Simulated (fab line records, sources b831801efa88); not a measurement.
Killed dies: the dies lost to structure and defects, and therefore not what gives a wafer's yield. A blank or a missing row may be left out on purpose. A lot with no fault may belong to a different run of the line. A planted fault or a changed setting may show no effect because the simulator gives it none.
fab line records -- flow gf180mcu
[record] lots = 24, wafers = 72, last_day = 34
route steps=602 shown MIM@509 M5@533 V5@541 PASSIVATION@599
lots untouched by any fault: they come from a run of this same line in which no faults occurred
start_h: hours from the record's first day to the start of the lot's first wafer shown -- wait_h: time in hours since the lot's previous step -- " as in the row above -- L1.1+2: a row that stands for several wafers -- - value missing, or start not given -- * or withheld: withheld -- < > ~ a bound
route shown NAME@n: names a module that has steps shown in the file, with the first one's number in the route -- usual: average and standard deviation across the fault-free wafers -- same: alike in all rows -- chamber/n: place in a boat -- sites: readings site by site -- _std_site: their standard deviation -- _edge_site: the outer-site mean with the inner-site mean subtracted -- radius_mm: how far each site lies from the wafer's centre -- mask NAME#n: copy n -- behind: the last tool/chamber to shape the wafer -- hold: reason for holding the lot/hours on hold/outcome of the hold -- device: names the non-switching transistor (n, p or np) -- end of line: the same wafers' tests at the end of the route -- step lacking rows: just its recipe -- killed: dies that structure and defects cost at the first sort, which is not the same as the wafer's yield -- map: a wafer's dies, marking killed ones x, the rest . and places with no die _
set.NAME: the setting the step ran with; set.NAME@STEP: the setting that earlier step ran with -- model.NAME: the simulator's own value behind a step, which no gauge read
a sample of lots followed through the steps of the route, with each step as a table and each wafer as a row
services: from which hour (start_h, from the record's first day; less than 0 if before it) a tool's chamber was out of use, for how many hours, and why
[[steps]]
[step GF_MIM_THK_MEAS_06]
[recipe] reads = Si3N4_of_MIM_CVD_05
[usual] MIM_CVD_05_THK = 42.0/0.53
lot.wafer,tool,chamber,start_h,wait_h,MIM_CVD_05_THK[nm]
L074.2,film_metro-04,-,562.26,0.0,41.8
L074.3,film_metro-04,-,562.26,0.0,42.0
L074.4,film_metro-04,-,562.26,0.0,41.7
L075.3,film_metro-01,-,572.50,0.0,41.8
L075.5,film_metro-01,-,572.50,0.0,42.1
L075.6,film_metro-01,-,572.50,0.0,42.1
L076.2,film_metro-01,-,579.34,0.0,40.8
L076.3,film_metro-01,-,579.34,0.0,42.0
L076.4,film_metro-01,-,579.34,0.0,41.6
L077.3,film_metro-03,-,587.48,0.0,41.4
L077.4,film_metro-03,-,587.48,0.0,41.8
L077.6,film_metro-03,-,587.48,0.0,42.3
L078.2,film_metro-04,-,593.08,0.0,41.6
L078.3,film_metro-04,-,593.08,0.0,41.7
L078.6,film_metro-04,-,593.08,0.0,42.3
L079.1,film_metro-04,-,594.47,0.0,41.9
L079.3,film_metro-04,-,594.47,0.0,42.0
L079.4,film_metro-04,-,594.47,0.0,42.3
L080.1,film_metro-01,-,606.74,0.0,41.5
L080.2,film_metro-01,-,606.74,0.0,41.4
L080.3,film_metro-01,-,606.74,0.0,41.5
L081.1,film_metro-04,-,614.36,0.0,42.1
L081.3,film_metro-04,-,614.36,0.0,42.4
L081.4,film_metro-04,-,614.36,0.0,43.3
L082.2,film_metro-03,-,623.56,0.0,41.2
L082.3,film_metro-03,-,623.56,0.0,41.3
L082.6,film_metro-03,-,623.56,0.0,41.9
L083.1,film_metro-01,-,635.67,0.0,42.0
L083.3,film_metro-01,-,635.67,0.0,41.4
L083.6,film_metro-01,-,635.67,0.0,42.1
L084.2,film_metro-04,-,643.00,0.0,41.9
L084.4,film_metro-04,-,643.00,0.0,42.4
L084.5,film_metro-04,-,643.00,0.0,42.6
L085.3,film_metro-04,-,650.05,0.0,42.0
L085.5,film_metro-04,-,650.05,0.0,42.7
L085.6,film_metro-04,-,650.05,0.0,42.0
L086.1,film_metro-03,-,660.37,0.0,41.6
L086.2,film_metro-03,-,660.37,0.0,41.6
L086.5,film_metro-03,-,660.37,0.0,42.2
L087.3,film_metro-01,-,665.69,0.0,42.4
L087.4,film_metro-01,-,665.69,0.0,42.9
L087.5,film_metro-01,-,665.69,0.0,43.0
L088.2,film_metro-03,-,667.89,0.0,41.5
L088.3,film_metro-03,-,667.89,0.0,41.5
L088.6,film_metro-03,-,667.89,0.0,42.5
L089.2,film_metro-04,-,676.26,0.0,41.7
L089.3,film_metro-04,-,676.26,0.0,41.9
L089.6,film_metro-04,-,676.26,0.0,42.1
L090.1,film_metro-01,-,687.97,0.0,41.7
L090.4,film_metro-01,-,687.97,0.0,42.0
L090.5,film_metro-01,-,687.97,0.0,41.6
L091.1,film_metro-04,-,689.71,0.0,41.9
L091.2,film_metro-04,-,689.71,0.0,41.6
L091.3,film_metro-04,-,689.71,0.0,41.3
L092.1,film_metro-01,-,695.78,0.0,41.4
L092.3,film_metro-01,-,695.78,0.0,42.0
L092.4,film_metro-01,-,695.78,0.0,41.7
L093.1,film_metro-04,-,702.86,0.0,41.4
L093.2,film_metro-04,-,702.86,0.0,41.4
L093.6,film_metro-04,-,702.86,0.0,41.7
L094.1,film_metro-01,-,713.85,0.0,42.4
L094.2,film_metro-01,-,713.85,0.0,42.1
L094.6,film_metro-01,-,713.85,0.0,42.7
L095.1,film_metro-01,-,731.13,0.0,41.5
L095.2,film_metro-01,-,731.13,0.0,42.0
L095.3,film_metro-01,-,731.13,0.0,42.0
L096.1,film_metro-03,-,731.83,0.0,41.8
L096.2,film_metro-03,-,731.83,0.0,41.9
L096.4,film_metro-03,-,731.83,0.0,41.8
L097.1,film_metro-01,-,742.24,0.0,41.1
L097.3,film_metro-01,-,742.24,0.0,41.2
L097.4,film_metro-01,-,742.24,0.0,41.3
[step GF_M5_CD_MEAS_07]
[recipe] target_cd_nm = 280
[usual] cd_nm = 279.8/1.3
lot.wafer,tool,chamber,start_h,wait_h,cd_nm
L074.2,cd_sem-01,-,606.24,0.1,279.4
L074.3,cd_sem-01,-,606.24,0.1,281.6
L074.4,cd_sem-01,-,606.24,0.1,280.2
L075.3,cd_sem-01,-,615.36,0.1,279.3
L075.5,cd_sem-01,-,615.36,0.1,279.6
L075.6,cd_sem-01,-,615.36,0.1,279.9
L076.2,cd_sem-02,-,622.82,0.1,279.2
L076.3,cd_sem-02,-,622.82,0.1,280.6
L076.4,cd_sem-02,-,622.82,0.1,278.8
L077.3,cd_sem-02,-,628.80,0.1,279.9
L077.4,cd_sem-02,-,628.80,0.1,280.8
L077.6,cd_sem-02,-,628.80,0.1,282.0
L078.2,cd_sem-02,-,635.84,0.1,281.4
L078.3,cd_sem-02,-,635.84,0.1,280.2
L078.6,cd_sem-02,-,635.84,0.1,281.4
L079.1,cd_sem-01,-,636.47,0.1,279.8
L079.3,cd_sem-01,-,636.47,0.1,278.9
L079.4,cd_sem-01,-,636.47,0.1,279.3
L080.1,cd_sem-02,-,648.07,0.1,280.0
L080.2,cd_sem-02,-,648.07,0.1,278.6
L080.3,cd_sem-02,-,648.07,0.1,279.3
L081.1,cd_sem-02,-,654.21,0.1,278.8
L081.3,cd_sem-02,-,654.21,0.1,279.3
L081.4,cd_sem-02,-,654.21,0.1,279.0
L082.2,cd_sem-02,-,663.68,0.1,280.1
L082.3,cd_sem-02,-,663.68,0.1,279.8
L082.6,cd_sem-02,-,663.68,0.1,279.4
L083.1,cd_sem-02,-,674.81,0.1,279.2
L083.3,cd_sem-02,-,674.81,0.1,279.7
L083.6,cd_sem-02,-,674.81,0.1,278.9
L084.2,cd_sem-02,-,681.89,0.1,280.5
L084.4,cd_sem-02,-,681.89,0.1,280.4
L084.5,cd_sem-02,-,681.89,0.1,279.8
L085.3,cd_sem-01,-,688.86,0.1,279.4
L085.5,cd_sem-01,-,688.86,0.1,278.2
L085.6,cd_sem-01,-,688.86,0.1,278.3
L086.1,cd_sem-01,-,698.91,0.1,279.7
L086.2,cd_sem-01,-,698.91,0.1,279.9
L086.5,cd_sem-01,-,698.91,0.1,279.4
L087.3,cd_sem-01,-,703.61,0.1,278.1
L087.4,cd_sem-01,-,703.61,0.1,277.3
L087.5,cd_sem-01,-,703.61,0.1,277.7
L088.2,cd_sem-02,-,705.63,0.1,280.1
L088.3,cd_sem-02,-,705.63,0.1,278.8
L088.6,cd_sem-02,-,705.63,0.1,279.1
L089.2,cd_sem-01,-,714.24,0.1,276.9
L089.3,cd_sem-01,-,714.24,0.1,277.5
L089.6,cd_sem-01,-,714.24,0.1,278.2
L090.1,cd_sem-01,-,724.62,0.1,280.6
L090.4,cd_sem-01,-,724.62,0.1,282.6
L090.5,cd_sem-01,-,724.62,0.1,283.0
L091.1,cd_sem-01,-,726.27,0.1,279.5
L091.2,cd_sem-01,-,726.27,0.1,280.9
L091.3,cd_sem-01,-,726.27,0.1,279.5
L092.1,cd_sem-01,-,731.66,0.1,278.9
L092.3,cd_sem-01,-,731.66,0.1,279.4
L092.4,cd_sem-01,-,731.66,0.1,279.9
L093.1,cd_sem-01,-,737.77,0.1,281.6
L093.2,cd_sem-01,-,737.77,0.1,280.5
L093.6,cd_sem-01,-,737.77,0.1,280.7
L094.1,cd_sem-01,-,748.62,0.1,279.3
L094.2,cd_sem-01,-,748.62,0.1,278.7
L094.6,cd_sem-01,-,748.62,0.1,277.8
L095.1,cd_sem-02,-,764.39,0.1,281.6
L095.2,cd_sem-02,-,764.39,0.1,281.6
L095.3,cd_sem-02,-,764.39,0.1,281.9
L096.1,cd_sem-01,-,766.06,0.1,278.5
L096.2,cd_sem-01,-,766.06,0.1,280.2
L096.4,cd_sem-01,-,766.06,0.1,280.3
L097.1,cd_sem-01,-,775.54,0.1,280.7
L097.3,cd_sem-01,-,775.54,0.1,280.3
L097.4,cd_sem-01,-,775.54,0.1,280.3
[step GF_V5_THK_MEAS_01]
[recipe] reads = SiO2_of_V5_CVD_00
[usual] V5_CVD_00_THK = 300/3.2
lot.wafer,tool,chamber,start_h,wait_h,V5_CVD_00_THK[nm]
L074.2,film_metro-02,-,607.11,0.0,303
L074.3,film_metro-02,-,607.11,0.0,298
L074.4,film_metro-02,-,607.11,0.0,298
L075.3,film_metro-02,-,616.26,0.0,305
L075.5,film_metro-02,-,616.26,0.0,302
L075.6,film_metro-02,-,616.26,0.0,302
L076.2,film_metro-03,-,623.72,0.0,303
L076.3,film_metro-03,-,623.72,0.0,300
L076.4,film_metro-03,-,623.72,0.0,302
L077.3,film_metro-01,-,629.67,0.0,304
L077.4,film_metro-01,-,629.67,0.0,298
L077.6,film_metro-01,-,629.67,0.0,300
L078.2,film_metro-02,-,636.76,0.0,302
L078.3,film_metro-02,-,636.76,0.0,304
L078.6,film_metro-02,-,636.76,0.0,302
L079.1,film_metro-03,-,637.35,0.0,309
L079.3,film_metro-03,-,637.35,0.0,309
L079.4,film_metro-03,-,637.35,0.0,310
L080.1,film_metro-02,-,648.95,0.0,291
L080.2,film_metro-02,-,648.95,0.0,294
L080.3,film_metro-02,-,648.95,0.0,298
L081.1,film_metro-02,-,655.10,0.0,300
L081.3,film_metro-02,-,655.10,0.0,306
L081.4,film_metro-02,-,655.10,0.0,299
L082.2,film_metro-01,-,664.56,0.0,297
L082.3,film_metro-01,-,664.56,0.0,304
L082.6,film_metro-01,-,664.56,0.0,299
L083.1,film_metro-02,-,675.71,0.0,299
L083.3,film_metro-02,-,675.71,0.0,297
L083.6,film_metro-02,-,675.71,0.0,298
L084.2,film_metro-03,-,682.92,0.0,299
L084.4,film_metro-03,-,682.92,0.0,302
L084.5,film_metro-03,-,682.92,0.0,303
L085.3,film_metro-03,-,689.89,0.0,297
L085.5,film_metro-03,-,689.89,0.0,299
L085.6,film_metro-03,-,689.89,0.0,298
L086.1,film_metro-03,-,699.83,0.0,297
L086.2,film_metro-03,-,699.83,0.0,295
L086.5,film_metro-03,-,699.83,0.0,298
L087.3,film_metro-02,-,704.49,0.0,301
L087.4,film_metro-02,-,704.49,0.0,299
L087.5,film_metro-02,-,704.49,0.0,303
L088.2,film_metro-01,-,706.53,0.0,301
L088.3,film_metro-01,-,706.53,0.0,301
L088.6,film_metro-01,-,706.53,0.0,305
L089.2,film_metro-03,-,715.12,0.0,299
L089.3,film_metro-03,-,715.12,0.0,301
L089.6,film_metro-03,-,715.12,0.0,300
L090.1,film_metro-03,-,725.54,0.0,304
L090.4,film_metro-03,-,725.54,0.0,300
L090.5,film_metro-03,-,725.54,0.0,296
L091.1,film_metro-02,-,727.19,0.0,299
L091.2,film_metro-02,-,727.19,0.0,300
L091.3,film_metro-02,-,727.19,0.0,300
L092.1,film_metro-03,-,732.55,0.0,298
L092.3,film_metro-03,-,732.55,0.0,298
L092.4,film_metro-03,-,732.55,0.0,297
L093.1,film_metro-01,-,738.73,0.0,300
L093.2,film_metro-01,-,738.73,0.0,302
L093.6,film_metro-01,-,738.73,0.0,298
L094.1,film_metro-01,-,749.50,0.0,296
L094.2,film_metro-01,-,749.50,0.0,300
L094.6,film_metro-01,-,749.50,0.0,295
L095.1,film_metro-01,-,765.34,0.0,298
L095.2,film_metro-01,-,765.34,0.0,297
L095.3,film_metro-01,-,765.34,0.0,298
L096.1,film_metro-01,-,766.98,0.0,303
L096.2,film_metro-01,-,766.98,0.0,305
L096.4,film_metro-01,-,766.98,0.0,303
L097.1,film_metro-02,-,776.46,0.0,300
L097.3,film_metro-02,-,776.46,0.0,300
L097.4,film_metro-02,-,776.46,0.0,297
[step GF_V5_PEB_12]
[recipe] peb_temp_c = 135, peb_time_s = 93.25, resist = KrF
[usual] heater_power_total_W = 85.63/0.13, plate_sensor_t_centre_C = 136.13/0.0093, plate_sensor_t_edge_C = 136.29/0.0099
lot.wafer,tool,chamber,start_h,wait_h,heater_power_total_W,plate_sensor_t_centre_C,plate_sensor_t_edge_C
L074.2,litho_track-04,0,-,-,85.47,136.11,136.28
L074.3,litho_track-04,0,-,-,85.56,136.13,136.29
L074.4,litho_track-04,0,-,-,85.76,136.14,136.29
L075.3,litho_track-02,0,-,-,85.70,136.12,136.3
L075.5,litho_track-02,0,-,-,85.63,136.13,136.31
L075.6,litho_track-02,0,-,-,85.79,136.11,136.28
L076.2,litho_track-01,0,-,-,85.59,136.14,136.29
L076.3,litho_track-01,0,-,-,85.79,136.12,136.29
L076.4,litho_track-01,0,-,-,85.55,136.14,136.29
L077.3,litho_track-01,0,-,-,85.48,136.13,136.28
L077.4,litho_track-01,0,-,-,85.47,136.13,136.3
L077.6,litho_track-01,0,-,-,85.47,136.13,136.3
L078.2,litho_track-04,0,-,-,85.46,136.11,136.28
L078.3,litho_track-04,0,-,-,85.59,136.12,136.31
L078.6,litho_track-04,0,-,-,85.89,136.13,136.28
L079.1,litho_track-02,0,-,-,85.54,136.12,136.3
L079.3,litho_track-02,0,-,-,85.69,136.12,136.29
L079.4,litho_track-02,0,-,-,85.57,136.13,136.29
L080.1,litho_track-02,0,-,-,85.51,136.14,136.3
L080.2,litho_track-02,0,-,-,85.47,136.13,136.29
L080.3,litho_track-02,0,-,-,85.52,136.13,136.3
L081.1,litho_track-04,0,-,-,85.54,136.13,136.31
L081.3,litho_track-04,0,-,-,85.65,136.13,136.3
L081.4,litho_track-04,0,-,-,85.63,136.13,136.29
L082.2,litho_track-01,0,-,-,85.53,136.13,136.3
L082.3,litho_track-01,0,-,-,85.54,136.11,136.29
L082.6,litho_track-01,0,-,-,85.60,136.12,136.29
L083.1,litho_track-01,0,-,-,85.79,136.12,136.3
L083.3,litho_track-01,0,-,-,85.43,136.13,136.27
L083.6,litho_track-01,0,-,-,85.54,136.12,136.29
L084.2,litho_track-04,0,-,-,85.82,136.13,136.29
L084.4,litho_track-04,0,-,-,85.57,136.13,136.3
L084.5,litho_track-04,0,-,-,85.77,136.13,136.3
L085.3,litho_track-02,0,-,-,85.54,136.14,136.3
L085.5,litho_track-02,0,-,-,85.61,136.13,136.3
L085.6,litho_track-02,0,-,-,85.59,136.14,136.3
L086.1,litho_track-01,0,-,-,85.61,136.12,136.29
L086.2,litho_track-01,0,-,-,85.82,136.12,136.31
L086.5,litho_track-01,0,-,-,85.84,136.13,136.28
L087.3,litho_track-02,0,-,-,85.63,136.12,136.31
L087.4,litho_track-02,0,-,-,85.45,136.12,136.29
L087.5,litho_track-02,0,-,-,85.52,136.13,136.31
L088.2,litho_track-01,0,-,-,85.81,136.13,136.3
L088.3,litho_track-01,0,-,-,85.83,136.13,136.3
L088.6,litho_track-01,0,-,-,85.46,136.13,136.3
L089.2,litho_track-02,0,-,-,85.76,136.14,136.3
L089.3,litho_track-02,0,-,-,85.55,136.15,136.31
L089.6,litho_track-02,0,-,-,85.71,136.14,136.31
L090.1,litho_track-02,0,-,-,85.60,136.12,136.29
L090.4,litho_track-02,0,-,-,85.54,136.13,136.29
L090.5,litho_track-02,0,-,-,85.83,136.14,136.29
L091.1,litho_track-02,0,-,-,85.82,136.12,136.3
L091.2,litho_track-02,0,-,-,85.53,136.13,136.32
L091.3,litho_track-02,0,-,-,85.48,136.12,136.3
L092.1,litho_track-04,0,-,-,85.59,136.14,136.29
L092.3,litho_track-04,0,-,-,85.76,136.12,136.3
L092.4,litho_track-04,0,-,-,85.64,136.13,136.3
L093.1,litho_track-01,0,-,-,85.67,136.14,136.3
L093.2,litho_track-01,0,-,-,85.47,136.13,136.31
L093.6,litho_track-01,0,-,-,85.85,136.14,136.29
L094.1,litho_track-01,0,-,-,85.67,136.13,136.29
L094.2,litho_track-01,0,-,-,85.41,136.13,136.3
L094.6,litho_track-01,0,-,-,85.53,136.13,136.29
L095.1,litho_track-04,0,-,-,85.59,136.13,136.28
L095.2,litho_track-04,0,-,-,85.65,136.14,136.29
L095.3,litho_track-04,0,-,-,85.48,136.11,136.29
L096.1,litho_track-01,0,-,-,85.54,136.13,136.29
L096.2,litho_track-01,0,-,-,85.45,136.14,136.3
L096.4,litho_track-01,0,-,-,85.48,136.13,136.29
L097.1,litho_track-01,0,-,-,85.81,136.12,136.3
L097.3,litho_track-01,0,-,-,85.79,136.12,136.3
L097.4,litho_track-01,0,-,-,85.58,136.13,136.31
[step GF_V5_CVD_23]
[recipe] material = W, target_thk_nm = 350, time_s = 104.9, temp_c = 400, pressure_torr = 40
[usual] chamber_pressure_Torr = 39.99/0.081, heater_power_w = 857/61
lot.wafer,tool,chamber,start_h,wait_h,chamber_pressure_Torr,heater_power_w
L074.2,cvd_w-02,1,629.19,0.0,39.97,827
L074.3,cvd_w-02,1,629.19,0.0,39.90,833
L074.4,cvd_w-02,0,629.19,0.0,39.91,803
L075.3,cvd_w-01,1,638.40,0.1,40.00,930
L075.5,cvd_w-01,1,638.40,0.1,39.97,922
L075.6,cvd_w-01,0,638.40,0.1,39.96,794
L076.2,cvd_w-01,1,644.94,0.0,39.88,952
L076.3,cvd_w-01,1,644.94,0.0,39.86,919
L076.4,cvd_w-01,0,644.94,0.0,39.98,780
L077.3,cvd_w-01,0,651.58,0.1,40.12,802
L077.4,cvd_w-01,1,651.58,0.1,39.89,955
L077.6,cvd_w-01,0,651.58,0.1,40.02,801
L078.2,cvd_w-01,1,658.64,0.0,40.05,918
L078.3,cvd_w-01,0,658.64,0.0,39.99,793
L078.6,cvd_w-01,1,658.64,0.0,39.85,917
L079.1,cvd_w-02,0,659.05,0.0,40.01,806
L079.3,cvd_w-02,1,659.05,0.0,40.02,831
L079.4,cvd_w-02,0,659.05,0.0,39.89,779
L080.1,cvd_w-02,1,669.36,0.0,40.09,855
L080.2,cvd_w-02,0,669.36,0.0,40.12,798
L080.3,cvd_w-02,0,669.36,0.0,40.09,807
L081.1,cvd_w-01,0,676.09,0.0,40.14,825
L081.3,cvd_w-01,1,676.09,0.0,39.97,955
L081.4,cvd_w-01,0,676.09,0.0,39.98,816
L082.2,cvd_w-02,1,684.67,0.0,39.85,817
L082.3,cvd_w-02,1,684.67,0.0,40.09,850
L082.6,cvd_w-02,1,684.67,0.0,39.94,852
L083.1,cvd_w-01,1,696.36,0.0,39.92,949
L083.3,cvd_w-01,0,696.36,0.0,40.05,818
L083.6,cvd_w-01,0,696.36,0.0,40.01,810
L084.2,cvd_w-02,0,703.35,0.0,39.95,787
L084.4,cvd_w-02,0,703.35,0.0,39.91,802
L084.5,cvd_w-02,1,703.35,0.0,39.91,827
L085.3,cvd_w-01,0,709.45,0.1,39.97,807
L085.5,cvd_w-01,0,709.45,0.1,40.04,827
L085.6,cvd_w-01,1,709.45,0.1,39.88,922
L086.1,cvd_w-01,1,719.43,0.0,40.08,929
L086.2,cvd_w-01,1,719.43,0.0,40.06,931
L086.5,cvd_w-01,1,719.43,0.0,39.81,939
L087.3,cvd_w-02,0,723.79,0.1,39.85,817
L087.4,cvd_w-02,1,723.79,0.1,40.03,830
L087.5,cvd_w-02,0,723.79,0.1,39.96,825
L088.2,cvd_w-02,0,725.67,0.0,39.90,806
L088.3,cvd_w-02,1,725.67,0.0,40.06,820
L088.6,cvd_w-02,0,725.67,0.0,40.05,805
L089.2,cvd_w-01,1,734.02,0.0,40.14,953
L089.3,cvd_w-01,1,734.02,0.0,40.05,930
L089.6,cvd_w-01,1,734.02,0.0,40.04,923
L090.1,cvd_w-02,1,743.89,0.0,39.91,859
L090.4,cvd_w-02,1,743.89,0.0,39.97,830
L090.5,cvd_w-02,1,743.89,0.0,39.94,838
L091.1,cvd_w-01,1,746.09,0.0,39.99,945
L091.2,cvd_w-01,0,746.09,0.0,40.03,806
L091.3,cvd_w-01,1,746.09,0.0,39.96,947
L092.1,cvd_w-01,0,751.25,0.0,40.01,823
L092.3,cvd_w-01,0,751.25,0.0,39.86,786
L092.4,cvd_w-01,1,751.25,0.0,40.00,950
L093.1,cvd_w-02,1,756.58,0.0,39.99,822
L093.2,cvd_w-02,0,756.58,0.0,39.99,822
L093.6,cvd_w-02,1,756.58,0.0,40.10,812
L094.1,cvd_w-01,0,767.93,0.0,40.05,812
L094.2,cvd_w-01,1,767.93,0.0,40.01,952
L094.6,cvd_w-01,0,767.93,0.0,39.99,791
L095.1,cvd_w-01,1,782.54,0.0,39.89,956
L095.2,cvd_w-01,0,782.54,0.0,40.06,810
L095.3,cvd_w-01,0,782.54,0.0,40.06,795
L096.1,cvd_w-01,1,784.34,0.0,39.94,934
L096.2,cvd_w-01,0,784.34,0.0,40.01,792
L096.4,cvd_w-01,0,784.34,0.0,39.93,796
L097.1,cvd_w-01,0,793.13,0.0,39.94,812
L097.3,cvd_w-01,1,793.13,0.0,39.94,928
L097.4,cvd_w-01,0,793.13,0.0,39.98,822
[step GF_PASSIVATION_STRIP_12]
[recipe] chemistry = O2/N2, power_w = 1417, pressure_mtorr = 1500, platen_temp_c = 250, o2_flow_sccm = 3000, n2_flow_sccm = 300, overash_fraction = 0.5
[usual] drypump_motor_current_A = 5.6/0.38, heater_power_w = 340/31, o2_flow_sccm = 3000/10, oes_product_au = 0.723/0.0047, platen_temp_c = 250.01/0.19, strip_time_to_endpoint_s = 32.62/0.2
lot.wafer,tool,chamber,start_h,wait_h,drypump_motor_current_A,heater_power_w,o2_flow_sccm,oes_product_au,platen_temp_c,rf_hours_counter_h,strip_time_to_endpoint_s
L074.2,plasma_asher-01,1,671.03,0.1,5.0,343,3013,0.725,250.02,92,32.82
L074.3,plasma_asher-01,0,671.03,0.1,5.6,319,2995,0.718,249.85,-,32.55
L074.4,plasma_asher-01,1,671.03,0.1,5.0,341,3013,0.725,250.11,-,32.59
L075.3,plasma_asher-02,1,679.47,0.2,5.5,361,3014,0.728,249.56,-,32.47
L075.5,plasma_asher-02,0,679.47,0.2,5.8,370,2993,0.725,250.11,-,32.82
L075.6,plasma_asher-02,1,679.47,0.2,5.5,359,2987,0.726,249.69,-,32.66
L076.2,plasma_asher-01,0,685.24,0.1,5.6,309,3012,0.729,250.00,93,32.59
L076.3,plasma_asher-01,1,685.24,0.1,5.0,340,2996,0.722,249.92,-,32.63
L076.4,plasma_asher-01,0,685.24,0.1,5.6,308,3012,0.726,249.99,-,32.75
L077.3,plasma_asher-04,0,692.77,0.2,5.6,351,3004,0.728,249.90,-,32.75
L077.4,plasma_asher-04,1,692.77,0.2,6.3,286,2986,0.720,249.63,-,32.86
L077.6,plasma_asher-04,1,692.77,0.2,6.2,288,2986,0.723,249.81,-,32.77
L078.2,plasma_asher-04,1,698.83,0.1,6.2,289,3003,0.723,249.81,110,33.01
L078.3,plasma_asher-04,1,698.83,0.1,6.2,289,2990,0.724,250.03,-,32.84
L078.6,plasma_asher-04,1,698.83,0.1,6.2,287,2994,0.713,250.19,-,32.76
L079.1,plasma_asher-02,1,699.39,0.1,5.5,359,3010,0.731,249.72,27,32.58
L079.3,plasma_asher-02,1,699.39,0.1,5.5,367,3002,0.725,249.89,-,32.43
L079.4,plasma_asher-02,0,699.39,0.1,5.8,367,3003,0.723,250.38,-,32.80
L080.1,plasma_asher-01,0,709.72,0.1,5.6,309,2994,0.719,250.15,96,32.26
L080.2,plasma_asher-01,1,709.72,0.1,5.0,346,3015,0.717,250.10,96,32.28
L080.3,plasma_asher-01,0,709.72,0.1,5.6,306,3000,0.720,250.36,-,32.40
L081.1,plasma_asher-01,0,714.92,0.1,5.6,306,2986,0.717,249.97,96,32.85
L081.3,plasma_asher-01,0,714.92,0.1,5.6,303,2992,0.723,250.07,-,32.40
L081.4,plasma_asher-01,1,714.92,0.1,5.0,353,3003,0.728,249.81,-,32.79
L082.2,plasma_asher-01,1,722.68,0.1,4.9,342,2995,0.722,250.14,97,32.41
L082.3,plasma_asher-01,0,722.68,0.1,5.6,311,2997,0.725,250.11,-,32.30
L082.6,plasma_asher-01,1,722.68,0.1,5.0,345,2998,0.726,250.17,-,32.54
L083.1,plasma_asher-01,1,733.78,0.1,4.9,340,2993,0.720,250.07,98,32.39
L083.3,plasma_asher-01,1,733.78,0.1,5.0,332,2992,0.726,250.34,-,31.96
L083.6,plasma_asher-01,0,733.78,0.1,5.6,301,2998,0.724,250.33,-,32.45
L084.2,plasma_asher-02,1,739.82,0.1,5.5,360,3013,0.724,250.29,31,32.50
L084.4,plasma_asher-02,0,739.82,0.1,5.8,374,2991,0.720,250.29,-,32.23
L084.5,plasma_asher-02,1,739.82,0.1,5.5,358,2997,0.723,250.24,-,32.39
L085.3,plasma_asher-01,1,746.11,0.2,5.0,347,3021,0.721,250.03,-,32.93
L085.5,plasma_asher-01,0,746.11,0.2,5.6,307,3018,0.726,250.23,-,32.82
L085.6,plasma_asher-01,1,746.11,0.2,5.0,342,2997,0.726,250.23,-,32.81
L086.1,plasma_asher-02,0,755.83,0.1,5.8,381,2995,0.728,250.08,33,32.30
L086.2,plasma_asher-02,1,755.83,0.1,5.5,367,2994,0.722,250.16,33,32.40
L086.5,plasma_asher-02,0,755.83,0.1,5.8,369,3008,0.721,249.98,-,32.62
L087.3,plasma_asher-04,0,759.72,0.2,5.6,382,2995,0.725,249.74,-,32.60
L087.4,plasma_asher-04,1,759.72,0.2,6.2,294,3001,0.729,250.18,-,32.73
L087.5,plasma_asher-04,1,759.72,0.2,6.2,289,3006,0.720,249.92,-,32.71
L088.2,plasma_asher-01,1,761.38,0.1,5.0,342,2999,0.721,250.42,102,32.73
L088.3,plasma_asher-01,0,761.38,0.1,5.6,302,2984,0.712,249.86,-,32.34
L088.6,plasma_asher-01,0,761.38,0.1,5.6,307,2993,0.712,250.03,-,32.75
L089.2,plasma_asher-01,1,769.63,0.1,5.0,340,3009,0.712,250.18,103,32.64
L089.3,plasma_asher-01,1,769.63,0.1,5.0,336,3020,0.722,250.43,-,32.96
L089.6,plasma_asher-01,0,769.63,0.1,5.6,310,2991,0.724,250.06,-,32.72
L090.1,plasma_asher-02,1,778.13,0.1,5.5,367,3010,0.728,250.08,35,32.52
L090.4,plasma_asher-02,0,778.13,0.1,5.8,370,3007,0.722,250.07,-,32.72
L090.5,plasma_asher-02,1,778.13,0.1,5.5,362,2991,0.729,249.73,-,32.54
L091.1,plasma_asher-02,1,779.88,0.1,5.5,362,2986,0.719,249.96,35,32.99
L091.2,plasma_asher-02,0,779.88,0.1,5.8,379,2991,0.727,249.88,35,32.90
L091.3,plasma_asher-02,1,779.88,0.1,5.5,356,2999,0.730,249.83,-,32.96
L092.1,plasma_asher-04,1,786.37,0.1,6.2,295,2999,0.725,250.25,5,32.72
L092.3,plasma_asher-04,0,786.37,0.1,5.6,393,2999,0.721,250.01,-,32.70
L092.4,plasma_asher-04,1,786.37,0.1,6.2,290,2999,0.726,250.14,-,32.52
L093.1,plasma_asher-04,0,790.68,0.1,5.6,371,3005,0.718,249.81,5,32.89
L093.2,plasma_asher-04,1,790.68,0.1,6.2,290,3014,0.724,250.34,5,32.74
L093.6,plasma_asher-04,1,790.68,0.1,6.2,296,3006,0.719,250.15,-,32.70
L094.1,plasma_asher-02,0,801.18,0.1,5.8,373,3006,0.721,250.02,37,32.58
L094.2,plasma_asher-02,1,801.18,0.1,5.5,362,3020,0.724,249.93,37,32.60
L094.6,plasma_asher-02,1,801.18,0.1,5.4,366,2989,0.724,249.85,-,32.81
L095.1,plasma_asher-01,1,814.42,0.1,4.9,351,2994,0.719,249.85,107,32.70
L095.2,plasma_asher-01,0,814.42,0.1,5.6,316,2998,0.717,250.19,107,32.84
L095.3,plasma_asher-01,0,814.42,0.1,5.6,305,3008,0.722,250.00,-,32.75
L096.1,plasma_asher-02,0,815.78,0.1,5.8,373,3015,0.727,249.79,39,32.30
L096.2,plasma_asher-02,1,815.78,0.1,5.5,362,2991,0.719,249.70,39,32.20
L096.4,plasma_asher-02,0,815.78,0.1,5.8,364,3020,0.723,249.91,-,32.51
L097.1,plasma_asher-04,1,824.87,0.1,6.2,291,2989,0.717,250.15,9,32.73
L097.3,plasma_asher-04,0,824.87,0.1,5.6,370,3004,0.720,249.69,-,32.69
L097.4,plasma_asher-04,1,824.87,0.1,6.2,288,2997,0.714,250.01,-,32.77
[[services]]
tool,chamber,start_h,hours,kind
cvd_w-02,0,607.97,4.9,repair
plasma_asher-02,-,631.02,3.8,repair
plasma_asher-01,-,635.54,1.2,repair
cvd_w-01,-,680.14,1.2,repair
plasma_asher-02,-,711.06,1.4,repair
plasma_asher-01,-,711.62,2.2,repair
cvd_w-01,0,714.23,17.9,repair
plasma_asher-04,-,733.75,9.0,pm
plasma_asher-04,0,733.75,9.0,vent_cycle
plasma_asher-04,1,733.75,9.0,vent_cycle
plasma_asher-04,0,742.75,-,clean
plasma_asher-04,1,742.75,-,clean
plasma_asher-02,-,744.40,0.7,repair
cvd_w-02,0,751.67,3.5,repair
plasma_asher-01,-,805.86,6.9,repair
[[key]]
fault none
